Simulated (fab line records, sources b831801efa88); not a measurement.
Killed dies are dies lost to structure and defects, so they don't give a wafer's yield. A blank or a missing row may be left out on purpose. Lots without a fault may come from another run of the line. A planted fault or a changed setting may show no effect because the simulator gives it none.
Which tool did it? | flow sky130 | 9 lots, 27 wafers sampled, at 1 step of a route of 708

WHAT THE GAUGES READ, wafer by wafer
SKY_METAL2_CD_MEAS_15: target cd 140 nm.
lot  | measured     | on        | cd_nm (nm)
L760 | day 35 07:12 | cd_sem-01 | 139.0 141.8 141.1
L761 | day 35 10:43 | cd_sem-02 | 139.8 140.4 139.9
L765 | day 36 08:16 | cd_sem-01 | 139.0 139.8 142.3
L767 | day 37 11:44 | cd_sem-02 | 143.0 143.2 142.8
L768 | day 37 13:05 | cd_sem-02 | 137.0 136.3 137.1
L769 | day 37 16:21 | cd_sem-02 | 143.7 142.3 143.7
L777 | day 40 09:57 | cd_sem-01 | 139.9 140.6 140.0
L778 | day 40 10:19 | cd_sem-02 | 137.6 136.7 136.1
L779 | day 40 18:14 | cd_sem-02 | 137.9 137.6 137.3

WHICH TOOL RAN EACH LOT (tool, then ch and the chambers of the sampled wafers, then the start)
The record holds no process step before these readings.

THE ANSWER, worked out from the rows above alone
Rule: what is usual is taken from the lots themselves. Put in order of their means at a reading, lots are off if they are a third of the lots or fewer, leave a main group of 4 or more, and stand apart from it by a gap of 3 or more times the standard deviation of the main group's means; of several such gaps the widest counts. A main group whose means are all the same, to the digits that the tables above print for the reading, isn't used. A lot without any number at a reading at which 4 lots or more have one is off too. The other lots that the step has rows for count as sound.
No lot is off at any reading shown: from this, nothing can be told.

WHAT THE SIMULATOR HAD PUT IN
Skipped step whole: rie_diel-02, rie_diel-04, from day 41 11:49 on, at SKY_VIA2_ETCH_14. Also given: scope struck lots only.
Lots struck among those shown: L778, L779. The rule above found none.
